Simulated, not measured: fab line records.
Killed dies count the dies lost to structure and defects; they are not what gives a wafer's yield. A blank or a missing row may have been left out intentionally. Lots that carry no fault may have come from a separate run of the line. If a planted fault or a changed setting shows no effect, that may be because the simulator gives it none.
A struck lot beside a sound one | flow sfq line | 14 steps out of a route of 325
Sound: the wafers L887.1, L887.2, L887.4. Wafers struck: L905.1, L905.4, L905.6. The cause is named last.
At each step with rows: each side's tool, then ch and its chambers, then its first start. Under that, the readings that differ: sound wafers | struck wafers | difference of the means | sigmas: that difference in standard deviations of wafers without a fault.
alike: a reading whose means differ by less than 2 such deviations, as well as words and numbers matching on both sides. not compared: withheld readings; readings where some wafer has no value; bounds like >300 that might hide an equal value; numbers whose values overlap and for which the record gives no deviation.
Wherever a step has rows on one side only, a row that says differs or no value, or a row with sigmas, the two part there. Numbers that have no deviation but don't overlap get no sigmas and don't part them. A reading that every wafer of one side lacks parts them only if that side has two wafers or more.

first, 2 steps without rows for these wafers: SFQ_TRILAYER_I0_VIA_STRIP_SOLV_CLEAN_036 (cleans in NMP, time 600 s); SFQ_TRILAYER_M1_DEP_PRE_CLEAN_038 (time 22.5 s).
SFQ_TRILAYER_M1_DEP_SPUTTER_037: material Nb, target thk 200 nm, time 133.3 s.
  sound on pvd sputter-04 at day 17 10:20; struck on pvd sputter-03 at day 25 20:07
  alike: throttle valve pct
SFQ_M1_RS_MEAS_909: measurement is done with a four-point probe.
  sound on film metro-04 at day 17 10:25; struck on film metro-04 at day 25 20:12
  reading           | sound             | struck            | difference | sigmas
  M1_NB_RS (ohm/sq) | 0.887 0.877 0.884 | 0.911 0.901 0.907 | +0.024     | +2
then, 6 steps without rows for these wafers: SFQ_TRILAYER_M1_LITHO_COAT_044 (resist thk 62 nm); SFQ_TRILAYER_M1_LITHO_COAT_039 (resist thk 600 nm); SFQ_TRILAYER_M1_LITHO_SOFTBAKE_043; SFQ_TRILAYER_M1_LITHO_EXPOSE_040 (exposes mask M1, target cd 500 nm); SFQ_TRILAYER_M1_LITHO_PEB_042 (peb time 60 s); SFQ_TRILAYER_M1_LITHO_DEVELOP_041 (time 60 s).
-- the record jumps here: 6 days lie between the struck wafers' starts before and after --
SFQ_M1_OVL_MEAS_911:
  sound on overlay-01 at day 24 04:41; struck on overlay-01 at day 31 22:20
  alike: M1_OVL
SFQ_TRILAYER_M1_BARC_OPEN_METAL_ETCH_054: etches BARC in O2, target depth 125 nm, time 41.7 s.
  sound on rie metal-01 ch 0,1, day 24 04:43; struck on rie metal-01 ch 0, day 31 22:22
  reading                                             | sound             | struck            | difference | sigmas
  model.KrF_of_TRILAYER_M1_LITHO_COAT_039.thk nm (nm) | 522.8 523.9 521.1 | 541.4 538.9 538.2 | +16.9      |
  alike: drypump motor current A, oes product au
  not compared: rf hours counter h
SFQ_TRILAYER_M1_ETCH_METAL_ETCH_042: etches Nb in Cl2/Ar, stops on SiO2, target depth 240 nm, time 120 s.
  sound on rie metal-01 ch 0,1, day 24 04:47; struck on rie metal-01 ch 0, day 31 22:25
  reading                                             | sound             | struck            | difference | sigmas
  oes product au (a.u.)                               | 0.900 0.902 0.895 | 0.882 0.883 0.888 | -0.015     | -2
  model.KrF_of_TRILAYER_M1_LITHO_COAT_039.thk nm (nm) | 380.6 382.2 378   | 401.2 398.4 398.1 | +19.0      |
  alike: drypump motor current A
  not compared: rf hours counter h
SFQ_TRILAYER_M1_STRIP_STRIP_043: strips in O2.
  sound on rie metal-01 ch 0,1, day 24 04:54; struck on rie metal-01 ch 0, day 31 22:33
  alike: drypump motor current A, oes product au
  not compared: rf hours counter h

## WHERE THEY PART
First at SFQ_M1_RS_MEAS_909; last, within this record, at SFQ_TRILAYER_M1_ETCH_METAL_ETCH_042. Later steps at which nothing parts them and some readings are alike: SFQ_TRILAYER_M1_STRIP_STRIP_043.

WHY: what the simulator had put in
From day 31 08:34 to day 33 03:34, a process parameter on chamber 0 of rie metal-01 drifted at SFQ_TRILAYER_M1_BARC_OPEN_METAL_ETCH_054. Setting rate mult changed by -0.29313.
